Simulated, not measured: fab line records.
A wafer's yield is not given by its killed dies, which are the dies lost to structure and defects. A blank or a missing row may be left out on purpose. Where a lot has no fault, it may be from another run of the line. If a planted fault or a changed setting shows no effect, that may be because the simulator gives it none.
fab line records | flow gf180mcu | part 1 of 2: steps 1 to 23 of 32
[record] lots = 5 | wafers = 15 | last_day = 32
route steps=602 shown NWELL@47 LVPWELL@54 MVSD@66 MVPSD@78
lots untouched by any fault: they come from a run of this same line in which no faults occurred
start_h: hours from the record's opening day to when the first of the lot's shown wafers began | wait_h: hours elapsed since this lot's preceding step | " repeats the value in the row above | L1.1+2: one row covering several wafers at once | - either no value or no given start | * or withheld: withheld | < > ~ a bound
route shown NAME@n: a module of which the file shows steps, and the number in the route of the first | usual: mean/standard deviation taken from wafers without a fault | same: alike in all rows | chamber/n: place in a boat | sites: per-site readings | _std_site: the standard deviation of these | _edge_site: mean of outer sites minus mean of inner sites | radius_mm: for every site, how far away it sits from the centre of the wafer | mask NAME#n: copy n | behind: the tool/chamber that last shaped the wafer | hold: cause of the lot's hold/its duration in hours/its outcome | device: which transistor (n, p or np) failed to switch | end of line: the route-end tests of the same wafers | step lacking rows: just its recipe | killed: dies lost to structure and defects at the first sort, not the wafer's yield | map: a wafer's dies, x killed, . not, _ none there
set.NAME: setting as actually run; set.NAME@STEP: the setting as run at that earlier step | model.NAME: the simulator's own value behind a step, which no gauge read
lots at some steps of the route; a table a step, a row a wafer
services: the hour from which a tool's chamber was out of use, counted from the record's first day as start_h (under 0 if before that day), plus the number of hours and why
[[steps]]
[step GF_NWELL_PEB_05]
[recipe] temp_c = 115 | time_s = withheld
[usual] chill_plate_temp_C = 23.01/0.11
lot.wafer | tool           | chamber | start_h | wait_h | chill_plate_temp_C
L074.3    | litho_track-03 | 0       | -       | -      | 23.16
L074.4    | "              | 0       | "       | "      | 23.15
L074.6    | "              | 0       | "       | "      | 23.04
L080.1    | litho_track-01 | 0       | -       | -      | 23.11
L080.3    | "              | 0       | "       | "      | 22.91
L080.6    | "              | 0       | "       | "      | 22.97
L083.2    | litho_track-03 | 0       | -       | -      | 23.00
L083.3    | "              | 0       | "       | "      | 22.78
L083.5    | "              | 0       | "       | "      | 22.83
L087.1    | litho_track-03 | 0       | -       | -      | 22.94
L087.3    | "              | 0       | "       | "      | 22.96
L087.6    | "              | 0       | "       | "      | 23.08
L089.1    | litho_track-02 | 0       | -       | -      | 22.99
L089.4    | "              | 0       | "       | "      | 22.91
L089.6    | "              | 0       | "       | "      | 22.93
[step GF_NWELL_DEVELOP_06]
[recipe] wall_angle_deg = 90 | develop_time_s = 60 | dev_temp_c = 23
[usual] chill_plate_temp_C = 22.99/0.12
lot.wafer | tool           | chamber | start_h | wait_h | chill_plate_temp_C
L074.3    | litho_track-03 | 0       | -       | -      | 22.76
L074.4    | "              | 0       | "       | "      | 22.90
L074.6    | "              | 0       | "       | "      | 23.03
L080.1    | litho_track-01 | 0       | -       | -      | 22.89
L080.3    | "              | 0       | "       | "      | 23.06
L080.6    | "              | 0       | "       | "      | 22.91
L083.2    | litho_track-03 | 0       | -       | -      | 22.93
L083.3    | "              | 0       | "       | "      | 23.02
L083.5    | "              | 0       | "       | "      | 22.68
L087.1    | litho_track-03 | 0       | -       | -      | 23.10
L087.3    | "              | 0       | "       | "      | 23.20
L087.6    | "              | 0       | "       | "      | 23.00
L089.1    | litho_track-02 | 0       | -       | -      | 22.84
L089.4    | "              | 0       | "       | "      | 23.06
L089.6    | "              | 0       | "       | "      | 22.76
[step GF_NWELL_OVL_MEAS_07]
[usual] NWELL_OVL = 0.8/1.6
lot.wafer | tool       | chamber | start_h | wait_h | NWELL_OVL[nm]
L074.3    | overlay-02 | -       | 58.64   | -      | 2.4
L074.4    | "          | -       | "       | "      | 4.3
L074.6    | "          | -       | "       | "      | 2.9
L080.1    | overlay-01 | -       | 87.59   | -      | 1.3
L080.3    | "          | -       | "       | "      | 2.2
L080.6    | "          | -       | "       | "      | 0.6
L083.2    | overlay-02 | -       | 105.19  | -      | 0.1
L083.3    | "          | -       | "       | "      | -1.3
L083.5    | "          | -       | "       | "      | 0.3
L087.1    | overlay-02 | -       | 125.23  | -      | 0.1
L087.3    | "          | -       | "       | "      | 1.3
L087.6    | "          | -       | "       | "      | 1.6
L089.1    | overlay-02 | -       | 137.71  | -      | 1.9
L089.4    | "          | -       | "       | "      | 0.2
L089.6    | "          | -       | "       | "      | 1.1
[step GF_NWELL_IMPLANT_08]
[recipe] species = P | energy_kev = 450 | dose_cm2 = 1.5e+13 | tilt_deg = 0
[usual] beam_energy_keV = 449.99/0.13 | faraday_current_uA = 84.4/1.9
lot.wafer | tool         | chamber | start_h | wait_h | beam_energy_keV | faraday_current_uA
L074.3    | implanter-02 | 0       | 58.72   | 0.1    | 450.04          | 83.9
L074.4    | "            | 0       | "       | "      | 450.07          | 82.7
L074.6    | "            | 0       | "       | "      | 450.01          | 83.5
L080.1    | implanter-02 | 0       | 87.63   | 0.0    | 449.95          | 83.5
L080.3    | "            | 0       | "       | "      | 449.80          | 85.0
L080.6    | "            | 0       | "       | "      | 449.89          | 83.7
L083.2    | implanter-02 | 0       | 105.24  | 0.0    | 450.18          | 81.3
L083.3    | "            | 0       | "       | "      | 449.77          | 84.5
L083.5    | "            | 0       | "       | "      | 450.00          | 82.4
L087.1    | implanter-04 | 0       | 125.27  | 0.0    | 449.84          | 87.7
L087.3    | "            | 0       | "       | "      | 449.82          | 84.2
L087.6    | "            | 0       | "       | "      | 450.04          | 85.6
L089.1    | implanter-01 | 0       | 137.75  | 0.0    | 449.87          | 84.3
L089.4    | "            | 0       | "       | "      | 449.89          | 86.5
L089.6    | "            | 0       | "       | "      | 449.96          | 79.9
[step GF_NWELL_IMPLANT_09]
[recipe] species = P | energy_kev = 160 | dose_cm2 = 4e+12 | tilt_deg = 0
[usual] beam_energy_keV = 160.01/0.047 | faraday_current_uA = 22.5/0.49
lot.wafer | tool         | chamber | start_h | wait_h | beam_energy_keV | faraday_current_uA
L074.3    | implanter-02 | 0       | 58.87   | 0.1    | 160.03          | 21.6
L074.4    | "            | 0       | "       | "      | 159.94          | 23.0
L074.6    | "            | 0       | "       | "      | 160.01          | 22.7
L080.1    | implanter-02 | 0       | 87.78   | 0.1    | 160.01          | 23.4
L080.3    | "            | 0       | "       | "      | 160.06          | 21.4
L080.6    | "            | 0       | "       | "      | 160.03          | 22.9
L083.2    | implanter-02 | 0       | 105.39  | 0.1    | 160.02          | 22.4
L083.3    | "            | 0       | "       | "      | 159.97          | 22.2
L083.5    | "            | 0       | "       | "      | 159.98          | 21.7
L087.1    | implanter-04 | 0       | 125.42  | 0.1    | 159.99          | 22.0
L087.3    | "            | 0       | "       | "      | 159.97          | 22.2
L087.6    | "            | 0       | "       | "      | 159.97          | 22.6
L089.1    | implanter-01 | 0       | 137.90  | 0.1    | 160.02          | 23.2
L089.4    | "            | 0       | "       | "      | 160.06          | 22.6
L089.6    | "            | 0       | "       | "      | 160.06          | 21.6
[step GF_NWELL_STRIP_10]
[recipe] chemistry = O2/N2 | power_w = 1400 | pressure_mtorr = 1500 | platen_temp_c = 250 | o2_flow_sccm = 3000 | n2_flow_sccm = 300 | overash_fraction = 0.5
[usual] chamber_pressure_mTorr = 1500.1/1.4 | drypump_motor_current_A = 5.61/0.24 | heater_power_w = 348/26 | oes_product_au = 0.723/0.0047 | strip_time_to_endpoint_s = 36.96/0.074
lot.wafer | tool            | chamber | start_h | wait_h | chamber_pressure_mTorr | drypump_motor_current_A | heater_power_w | oes_product_au | rf_hours_counter_h | strip_time_to_endpoint_s
L074.3    | plasma_asher-04 | 0       | 59.00   | 0.1    | 1498.4                 | 5.32                    | 320            | 0.721          | -                  | 36.86
L074.4    | "               | 1       | "       | "      | 1500.4                 | 5.75                    | 323            | 0.724          | -                  | 36.93
L074.6    | "               | 0       | "       | "      | 1499.5                 | 5.33                    | 333            | 0.723          | -                  | 36.89
L080.1    | plasma_asher-01 | 1       | 87.93   | 0.1    | 1499.4                 | 5.52                    | 368            | 0.733          | 46                 | 36.93
L080.3    | "               | 0       | "       | "      | 1502.5                 | 5.86                    | 391            | 0.723          | -                  | 37.03
L080.6    | "               | 0       | "       | "      | 1498.2                 | 5.84                    | 388            | 0.728          | -                  | 36.96
L083.2    | plasma_asher-03 | 1       | 105.52  | 0.1    | 1499.1                 | 5.26                    | 329            | 0.719          | 30                 | 37.08
L083.3    | "               | 1       | "       | "      | 1500.7                 | 5.26                    | 321            | 0.721          | -                  | 36.95
L083.5    | "               | 1       | "       | "      | 1501.2                 | 5.26                    | 328            | 0.718          | -                  | 37.00
L087.1    | plasma_asher-03 | 1       | 125.57  | 0.1    | 1500.7                 | 5.26                    | 332            | 0.725          | 32                 | 36.84
L087.3    | "               | 0       | "       | "      | 1499.7                 | 5.84                    | 350            | 0.724          | -                  | 37.02
L087.6    | "               | 0       | "       | "      | 1499.4                 | 5.83                    | 344            | 0.715          | -                  | 36.95
L089.1    | plasma_asher-03 | 1       | 138.05  | 0.1    | 1499.7                 | 5.27                    | 326            | 0.719          | 34                 | 36.99
L089.4    | "               | 1       | "       | "      | 1501.9                 | 5.26                    | 330            | 0.713          | -                  | 37.02
L089.6    | "               | 0       | "       | "      | 1497.9                 | 5.83                    | 345            | 0.727          | -                  | 37.00
[step GF_NWELL_TW_MEAS_11]
[usual] NWELL_TW = 1579/12
lot.wafer | tool          | chamber | start_h | wait_h | NWELL_TW
L074.3    | film_metro-01 | -       | 59.09   | 0.1    | 1563
L074.4    | "             | -       | "       | "      | 1561
L074.6    | "             | -       | "       | "      | 1564
L080.1    | film_metro-02 | -       | 88.03   | 0.1    | 1564
L080.3    | "             | -       | "       | "      | 1576
L080.6    | "             | -       | "       | "      | 1570
L083.2    | film_metro-04 | -       | 105.63  | 0.1    | 1601
L083.3    | "             | -       | "       | "      | 1601
L083.5    | "             | -       | "       | "      | 1604
L087.1    | film_metro-01 | -       | 125.67  | 0.1    | 1568
L087.3    | "             | -       | "       | "      | 1585
L087.6    | "             | -       | "       | "      | 1571
L089.1    | film_metro-02 | -       | 138.15  | 0.1    | 1580
L089.4    | "             | -       | "       | "      | 1581
L089.6    | "             | -       | "       | "      | 1587
[step GF_LVPWELL_DEHYDRATE_00]
[recipe] temp_c = 200 | time_s = 60
[usual] chill_plate_temp_C = 22.97/0.089
lot.wafer | tool           | chamber | start_h | wait_h | chill_plate_temp_C
L074.3    | litho_track-04 | 0       | 64.46   | 5.4    | 22.86
L074.4    | "              | 0       | "       | "      | 22.96
L074.6    | "              | 0       | "       | "      | 22.91
L080.1    | litho_track-04 | 0       | 94.71   | 6.7    | 22.90
L080.3    | "              | 0       | "       | "      | 22.97
L080.6    | "              | 0       | "       | "      | 22.82
L083.2    | litho_track-03 | 0       | 112.11  | 6.5    | 23.03
L083.3    | "              | 0       | "       | "      | 23.05
L083.5    | "              | 0       | "       | "      | 22.94
L087.1    | litho_track-04 | 0       | 132.26  | 6.6    | 22.96
L087.3    | "              | 0       | "       | "      | 23.00
L087.6    | "              | 0       | "       | "      | 23.09
L089.1    | litho_track-03 | 0       | 144.48  | 6.3    | 22.94
L089.4    | "              | 0       | "       | "      | 22.98
L089.6    | "              | 0       | "       | "      | 23.01
[step GF_LVPWELL_HMDS_01]
[recipe] prime_time_s = 60 | prime_temp_c = 120
[usual] chill_plate_temp_C = 23.00/0.091
lot.wafer | tool           | chamber | start_h | wait_h | chill_plate_temp_C
L074.3    | litho_track-04 | 0       | 64.61   | 0.1    | 23.03
L074.4    | "              | 0       | "       | "      | 22.93
L074.6    | "              | 0       | "       | "      | 22.94
L080.1    | litho_track-04 | 0       | 94.86   | 0.1    | 22.93
L080.3    | "              | 0       | "       | "      | 22.87
L080.6    | "              | 0       | "       | "      | 22.88
L083.2    | litho_track-03 | 0       | 112.26  | 0.1    | 23.02
L083.3    | "              | 0       | "       | "      | 22.96
L083.5    | "              | 0       | "       | "      | 22.89
L087.1    | litho_track-04 | 0       | 132.41  | 0.1    | 22.95
L087.3    | "              | 0       | "       | "      | 23.07
L087.6    | "              | 0       | "       | "      | 23.08
L089.1    | litho_track-03 | 0       | 144.63  | 0.1    | 23.13
L089.4    | "              | 0       | "       | "      | 23.17
L089.6    | "              | 0       | "       | "      | 23.08
[step GF_LVPWELL_COAT_02]
[recipe] spin_rpm = 2000 | resist_thk_nm = 3000
[usual] chill_plate_temp_C = 23.02/0.1 | spin_speed_rpm = 2000.2/1.5
lot.wafer | tool           | chamber | start_h | wait_h | chill_plate_temp_C | spin_speed_rpm
L074.3    | litho_track-04 | 0       | 64.76   | 0.1    | 23.18              | 2000.8
L074.4    | "              | 0       | "       | "      | 22.70              | 2000.5
L074.6    | "              | 0       | "       | "      | 23.13              | 2000.8
L080.1    | litho_track-04 | 0       | 95.01   | 0.1    | 23.10              | 2000.7
L080.3    | "              | 0       | "       | "      | 22.99              | 2000.3
L080.6    | "              | 0       | "       | "      | 23.00              | 1999.2
L083.2    | litho_track-03 | 0       | 112.41  | 0.1    | 23.13              | 2000.2
L083.3    | "              | 0       | "       | "      | 23.00              | 2000.5
L083.5    | "              | 0       | "       | "      | 23.22              | 2000.8
L087.1    | litho_track-04 | 0       | 132.56  | 0.1    | 23.03              | 2001.0
L087.3    | "              | 0       | "       | "      | 23.08              | 1999.4
L087.6    | "              | 0       | "       | "      | 23.02              | 2000.3
L089.1    | litho_track-03 | 0       | 144.78  | 0.1    | 22.98              | 1997.4
L089.4    | "              | 0       | "       | "      | 23.07              | 2000.2
L089.6    | "              | 0       | "       | "      | 22.83              | 1999.6
[step GF_LVPWELL_SOFTBAKE_03]
[recipe] temp_c = 110 | time_s = withheld
[usual] chill_plate_temp_C = 23.01/0.11
lot.wafer | tool           | chamber | start_h | wait_h | chill_plate_temp_C
L074.3    | litho_track-04 | 0       | 64.93   | 0.1    | 23.21
L074.4    | "              | 0       | "       | "      | 23.03
L074.6    | "              | 0       | "       | "      | 23.09
L080.1    | litho_track-04 | 0       | 95.16   | 0.1    | 22.86
L080.3    | "              | 0       | "       | "      | 23.08
L080.6    | "              | 0       | "       | "      | 23.00
L083.2    | litho_track-03 | 0       | 112.56  | 0.1    | 23.13
L083.3    | "              | 0       | "       | "      | 23.03
L083.5    | "              | 0       | "       | "      | 22.93
L087.1    | litho_track-04 | 0       | 132.71  | 0.1    | 22.90
L087.3    | "              | 0       | "       | "      | 22.96
L087.6    | "              | 0       | "       | "      | 22.92
L089.1    | litho_track-03 | 0       | 144.93  | 0.1    | 22.97
L089.4    | "              | 0       | "       | "      | 22.97
L089.6    | "              | 0       | "       | "      | 22.97
[step GF_LVPWELL_EXPOSE_04]
[recipe] mask_id = LVPWELL | target_cd_nm = 600 | na = 0.6 | source_shape = conventional | sigma_outer = 0.6 | dose_mj = 260
[usual] reticle_temp_C = 23.00/0.1
lot.wafer | tool             | chamber | start_h | wait_h | mask      | reticle_temp_C
L074.3    | iline_stepper-01 | 0       | -       | -      | LVPWELL#0 | 22.87
L074.4    | "                | 0       | "       | "      | LVPWELL#0 | 22.87
L074.6    | "                | 0       | "       | "      | LVPWELL#0 | 22.69
L080.1    | iline_stepper-02 | 0       | -       | -      | LVPWELL#0 | 23.04
L080.3    | "                | 0       | "       | "      | LVPWELL#0 | 22.88
L080.6    | "                | 0       | "       | "      | LVPWELL#0 | 22.91
L083.2    | iline_stepper-02 | 0       | -       | -      | LVPWELL#0 | 22.97
L083.3    | "                | 0       | "       | "      | LVPWELL#0 | 22.97
L083.5    | "                | 0       | "       | "      | LVPWELL#0 | 23.01
L087.1    | iline_stepper-02 | 0       | -       | -      | LVPWELL#0 | 22.96
L087.3    | "                | 0       | "       | "      | LVPWELL#0 | 23.08
L087.6    | "                | 0       | "       | "      | LVPWELL#0 | 23.05
L089.1    | iline_stepper-02 | 0       | -       | -      | LVPWELL#0 | 23.03
L089.4    | "                | 0       | "       | "      | LVPWELL#0 | 23.17
L089.6    | "                | 0       | "       | "      | LVPWELL#0 | 23.11
[step GF_LVPWELL_PEB_05]
[recipe] temp_c = 115 | time_s = withheld
[usual] chill_plate_temp_C = 23.02/0.085
lot.wafer | tool           | chamber | start_h | wait_h | chill_plate_temp_C
L074.3    | litho_track-03 | 0       | -       | -      | 23.07
L074.4    | "              | 0       | "       | "      | 22.97
L074.6    | "              | 0       | "       | "      | 23.13
L080.1    | litho_track-01 | 0       | -       | -      | 23.07
L080.3    | "              | 0       | "       | "      | 23.02
L080.6    | "              | 0       | "       | "      | 22.98
L083.2    | litho_track-03 | 0       | -       | -      | 23.15
L083.3    | "              | 0       | "       | "      | 22.98
L083.5    | "              | 0       | "       | "      | 23.22
L087.1    | litho_track-04 | 0       | -       | -      | 23.03
L087.3    | "              | 0       | "       | "      | 23.06
L087.6    | "              | 0       | "       | "      | 23.00
L089.1    | litho_track-03 | 0       | -       | -      | 23.04
L089.4    | "              | 0       | "       | "      | 23.03
L089.6    | "              | 0       | "       | "      | 23.09
[step GF_LVPWELL_DEVELOP_06]
[recipe] wall_angle_deg = 90 | develop_time_s = 60 | dev_temp_c = 23
[usual] chill_plate_temp_C = 23.00/0.11
lot.wafer | tool           | chamber | start_h | wait_h | chill_plate_temp_C
L074.3    | litho_track-03 | 0       | -       | -      | 23.00
L074.4    | "              | 0       | "       | "      | 22.96
L074.6    | "              | 0       | "       | "      | 23.10
L080.1    | litho_track-01 | 0       | -       | -      | 22.97
L080.3    | "              | 0       | "       | "      | 22.98
L080.6    | "              | 0       | "       | "      | 23.11
L083.2    | litho_track-03 | 0       | -       | -      | 23.01
L083.3    | "              | 0       | "       | "      | 23.00
L083.5    | "              | 0       | "       | "      | 22.90
L087.1    | litho_track-04 | 0       | -       | -      | 22.96
L087.3    | "              | 0       | "       | "      | 23.00
L087.6    | "              | 0       | "       | "      | 23.04
L089.1    | litho_track-03 | 0       | -       | -      | 23.05
L089.4    | "              | 0       | "       | "      | 22.90
L089.6    | "              | 0       | "       | "      | 23.01
[step GF_LVPWELL_OVL_MEAS_07]
[usual] LVPWELL_OVL = -0.1/1.4
lot.wafer | tool       | chamber | start_h | wait_h | LVPWELL_OVL[nm]
L074.3    | overlay-02 | -       | 71.79   | -      | 0.0
L074.4    | "          | -       | "       | "      | -0.1
L074.6    | "          | -       | "       | "      | -1.4
L080.1    | overlay-02 | -       | 102.49  | -      | 0.3
L080.3    | "          | -       | "       | "      | -3.0
L080.6    | "          | -       | "       | "      | -2.2
L083.2    | overlay-02 | -       | 119.75  | -      | 2.2
L083.3    | "          | -       | "       | "      | -1.7
L083.5    | "          | -       | "       | "      | -1.7
L087.1    | overlay-02 | -       | 140.31  | -      | -3.6
L087.3    | "          | -       | "       | "      | -4.6
L087.6    | "          | -       | "       | "      | -1.4
L089.1    | overlay-02 | -       | 152.23  | -      | 0.1
L089.4    | "          | -       | "       | "      | -0.9
L089.6    | "          | -       | "       | "      | -1.2
[step GF_LVPWELL_IMPLANT_08]
[recipe] species = B | energy_kev = 170 | dose_cm2 = 1.5e+13 | tilt_deg = 0
[usual] beam_energy_keV = 169.99/0.056 | faraday_current_uA = 84.5/1.6
lot.wafer | tool         | chamber | start_h | wait_h | beam_energy_keV | faraday_current_uA
L074.3    | implanter-04 | 0       | 71.87   | 0.1    | 170.03          | 86.4
L074.4    | "            | 0       | "       | "      | 170.04          | 83.3
L074.6    | "            | 0       | "       | "      | 169.99          | 83.3
L080.1    | implanter-04 | 0       | 102.53  | 0.0    | 170.02          | 87.1
L080.3    | "            | 0       | "       | "      | 169.90          | 84.9
L080.6    | "            | 0       | "       | "      | 169.97          | 84.1
L083.2    | implanter-03 | 0       | 119.81  | 0.0    | 170.07          | 83.2
L083.3    | "            | 0       | "       | "      | 169.94          | 86.8
L083.5    | "            | 0       | "       | "      | 170.06          | 84.1
L087.1    | implanter-03 | 0       | 140.35  | 0.0    | 169.97          | 84.3
L087.3    | "            | 0       | "       | "      | 170.06          | 84.4
L087.6    | "            | 0       | "       | "      | 169.98          | 85.0
L089.1    | implanter-02 | 0       | 152.27  | 0.0    | 169.98          | 85.4
L089.4    | "            | 0       | "       | "      | 169.93          | 82.4
L089.6    | "            | 0       | "       | "      | 169.98          | 82.3
[step GF_LVPWELL_IMPLANT_09]
[recipe] species = B | energy_kev = 60 | dose_cm2 = 5e+12 | tilt_deg = 0
[usual] beam_energy_keV = 59.997/0.018 | faraday_current_uA = 28.2/0.53
lot.wafer | tool         | chamber | start_h | wait_h | beam_energy_keV | faraday_current_uA
L074.3    | implanter-04 | 0       | 72.02   | 0.1    | 60.012          | 28.8
L074.4    | "            | 0       | "       | "      | 60.002          | 27.8
L074.6    | "            | 0       | "       | "      | 60.027          | 28.4
L080.1    | implanter-04 | 0       | 102.68  | 0.1    | 59.985          | 28.1
L080.3    | "            | 0       | "       | "      | 59.988          | 28.0
L080.6    | "            | 0       | "       | "      | 60.007          | 28.9
L083.2    | implanter-03 | 0       | 119.96  | 0.1    | 60.025          | 27.4
L083.3    | "            | 0       | "       | "      | 59.988          | 28.4
L083.5    | "            | 0       | "       | "      | 59.992          | 28.3
L087.1    | implanter-03 | 0       | 140.50  | 0.1    | 59.987          | 28.0
L087.3    | "            | 0       | "       | "      | 59.981          | 28.3
L087.6    | "            | 0       | "       | "      | 59.971          | 27.8
L089.1    | implanter-02 | 0       | 152.42  | 0.1    | 59.993          | 27.9
L089.4    | "            | 0       | "       | "      | 60.005          | 28.3
L089.6    | "            | 0       | "       | "      | 59.982          | 27.6
[step GF_LVPWELL_STRIP_10]
[recipe] chemistry = O2/N2 | power_w = 1400 | pressure_mtorr = 1500 | platen_temp_c = 250 | o2_flow_sccm = 3000 | n2_flow_sccm = 300 | overash_fraction = 0.5
[usual] chamber_pressure_mTorr = 1500.0/1.4 | drypump_motor_current_A = 5.45/0.29 | heater_power_w = 329/17 | oes_product_au = 0.722/0.0046 | strip_time_to_endpoint_s = 36.99/0.13
lot.wafer | tool            | chamber | start_h | wait_h | chamber_pressure_mTorr | drypump_motor_current_A | heater_power_w | oes_product_au | rf_hours_counter_h | strip_time_to_endpoint_s
L074.3    | plasma_asher-03 | 1       | 72.15   | 0.1    | 1502.6                 | 5.24                    | 324            | 0.724          | -                  | 37.03
L074.4    | "               | 0       | "       | "      | 1503.3                 | 5.84                    | 346            | 0.721          | -                  | 37.21
L074.6    | "               | 1       | "       | "      | 1500.7                 | 5.24                    | 323            | 0.718          | -                  | 37.14
L080.1    | plasma_asher-02 | 0       | 102.83  | 0.1    | 1497.4                 | 5.60                    | 359            | 0.713          | 42                 | 37.11
L080.3    | "               | 0       | "       | "      | 1500.9                 | 5.59                    | 354            | 0.719          | -                  | 37.19
L080.6    | "               | 1       | "       | "      | 1498.9                 | 5.02                    | 322            | 0.725          | -                  | 37.16
L083.2    | plasma_asher-04 | 1       | 120.08  | 0.1    | 1498.9                 | 5.78                    | 319            | 0.720          | 49                 | 36.91
L083.3    | "               | 1       | "       | "      | 1497.8                 | 5.76                    | 318            | 0.718          | -                  | 36.77
L083.5    | "               | 1       | "       | "      | 1500.5                 | 5.77                    | 330            | 0.730          | -                  | 36.94
L087.1    | plasma_asher-04 | 1       | 140.65  | 0.1    | 1500.1                 | 5.79                    | 321            | 0.729          | 51                 | 37.02
L087.3    | "               | 1       | "       | "      | 1502.4                 | 5.76                    | 317            | 0.720          | -                  | 37.01
L087.6    | "               | 0       | "       | "      | 1501.0                 | 5.34                    | 325            | 0.718          | -                  | 37.02
L089.1    | plasma_asher-02 | 1       | 152.57  | 0.1    | 1500.7                 | 5.04                    | 309            | 0.716          | 3                  | 36.93
L089.4    | "               | 0       | "       | "      | 1500.3                 | 5.60                    | 358            | 0.725          | -                  | 36.86
L089.6    | "               | 0       | "       | "      | 1502.4                 | 5.60                    | 350            | 0.720          | -                  | 36.90
[step GF_LVPWELL_TW_MEAS_11]
[usual] LVPWELL_TW = 561/4.2
lot.wafer | tool          | chamber | start_h | wait_h | LVPWELL_TW
L074.3    | film_metro-04 | -       | 72.24   | 0.1    | 566
L074.4    | "             | -       | "       | "      | 570
L074.6    | "             | -       | "       | "      | 566
L080.1    | film_metro-01 | -       | 102.93  | 0.1    | 558
L080.3    | "             | -       | "       | "      | 555
L080.6    | "             | -       | "       | "      | 559
L083.2    | film_metro-02 | -       | 120.19  | 0.1    | 565
L083.3    | "             | -       | "       | "      | 565
L083.5    | "             | -       | "       | "      | 562
L087.1    | film_metro-02 | -       | 140.75  | 0.1    | 560
L087.3    | "             | -       | "       | "      | 565
L087.6    | "             | -       | "       | "      | 558
L089.1    | film_metro-04 | -       | 152.67  | 0.1    | 570
L089.4    | "             | -       | "       | "      | 564
L089.6    | "             | -       | "       | "      | 566
[step GF_MVSD_DEHYDRATE_00]
[recipe] temp_c = 200 | time_s = 60
[usual] chill_plate_temp_C = 23.03/0.12
lot.wafer | tool           | chamber | start_h | wait_h | chill_plate_temp_C
L074.3    | litho_track-03 | 0       | 77.93   | 5.7    | 22.94
L074.4    | "              | 0       | "       | "      | 22.94
L074.6    | "              | 0       | "       | "      | 22.91
L080.1    | litho_track-04 | 0       | 109.46  | 6.5    | 23.00
L080.3    | "              | 0       | "       | "      | 23.05
L080.6    | "              | 0       | "       | "      | 23.07
L083.2    | litho_track-02 | 0       | 126.99  | 6.8    | 23.14
L083.3    | "              | 0       | "       | "      | 23.10
L083.5    | "              | 0       | "       | "      | 22.98
L087.1    | litho_track-04 | 0       | 147.56  | 6.8    | 22.91
L087.3    | "              | 0       | "       | "      | 22.86
L087.6    | "              | 0       | "       | "      | 22.95
L089.1    | litho_track-03 | 0       | 159.63  | 7.0    | 23.00
L089.4    | "              | 0       | "       | "      | 23.16
L089.6    | "              | 0       | "       | "      | 22.90
[step GF_MVSD_HMDS_01]
[recipe] prime_time_s = 60 | prime_temp_c = 120
[usual] chill_plate_temp_C = 23.02/0.1
lot.wafer | tool           | chamber | start_h | wait_h | chill_plate_temp_C
L074.3    | litho_track-03 | 0       | 78.08   | 0.1    | 23.01
L074.4    | "              | 0       | "       | "      | 23.05
L074.6    | "              | 0       | "       | "      | 23.09
L080.1    | litho_track-04 | 0       | 109.61  | 0.1    | 23.02
L080.3    | "              | 0       | "       | "      | 23.07
L080.6    | "              | 0       | "       | "      | 23.05
L083.2    | litho_track-02 | 0       | 127.14  | 0.1    | 23.06
L083.3    | "              | 0       | "       | "      | 23.05
L083.5    | "              | 0       | "       | "      | 22.93
L087.1    | litho_track-04 | 0       | 147.71  | 0.1    | 22.99
L087.3    | "              | 0       | "       | "      | 22.96
L087.6    | "              | 0       | "       | "      | 22.93
L089.1    | litho_track-03 | 0       | 159.78  | 0.1    | 22.98
L089.4    | "              | 0       | "       | "      | 22.99
L089.6    | "              | 0       | "       | "      | 23.17
[step GF_MVSD_COAT_02]
[recipe] spin_rpm = 2000 | resist_thk_nm = 3000
[usual] chill_plate_temp_C = 22.99/0.11 | spin_speed_rpm = 1999.9/1.4
lot.wafer | tool           | chamber | start_h | wait_h | chill_plate_temp_C | spin_speed_rpm
L074.3    | litho_track-03 | 0       | 78.23   | 0.1    | 22.98              | 2002.3
L074.4    | "              | 0       | "       | "      | 23.05              | 2001.4
L074.6    | "              | 0       | "       | "      | 23.19              | 2000.4
L080.1    | litho_track-04 | 0       | 109.76  | 0.1    | 22.98              | 2000.8
L080.3    | "              | 0       | "       | "      | 22.97              | 2000.9
L080.6    | "              | 0       | "       | "      | 22.86              | 1999.4
L083.2    | litho_track-02 | 0       | 127.29  | 0.1    | 22.95              | 1999.9
L083.3    | "              | 0       | "       | "      | 22.78              | 1998.4
L083.5    | "              | 0       | "       | "      | 22.97              | 2000.2
L087.1    | litho_track-04 | 0       | 147.86  | 0.1    | 22.97              | 1997.5
L087.3    | "              | 0       | "       | "      | 23.01              | 2000.7
L087.6    | "              | 0       | "       | "      | 22.95              | 1999.7
L089.1    | litho_track-03 | 0       | 159.93  | 0.1    | 22.89              | 1998.5
L089.4    | "              | 0       | "       | "      | 23.06              | 1997.6
L089.6    | "              | 0       | "       | "      | 23.03              | 1999.3
[step GF_MVSD_SOFTBAKE_03]
[recipe] temp_c = 110 | time_s = withheld
[usual] chill_plate_temp_C = 23.00/0.1
lot.wafer | tool           | chamber | start_h | wait_h | chill_plate_temp_C
L074.3    | litho_track-03 | 0       | 78.40   | 0.1    | 22.91
L074.4    | "              | 0       | "       | "      | 22.93
L074.6    | "              | 0       | "       | "      | 23.02
L080.1    | litho_track-04 | 0       | 109.91  | 0.1    | 22.97
L080.3    | "              | 0       | "       | "      | 23.23
L080.6    | "              | 0       | "       | "      | 23.11
L083.2    | litho_track-02 | 0       | 127.45  | 0.1    | 23.00
L083.3    | "              | 0       | "       | "      | 23.05
L083.5    | "              | 0       | "       | "      | 23.10
L087.1    | litho_track-04 | 0       | 148.01  | 0.1    | 22.98
L087.3    | "              | 0       | "       | "      | 23.04
L087.6    | "              | 0       | "       | "      | 23.03
L089.1    | litho_track-03 | 0       | 160.08  | 0.1    | 22.88
L089.4    | "              | 0       | "       | "      | 22.95
L089.6    | "              | 0       | "       | "      | 22.91
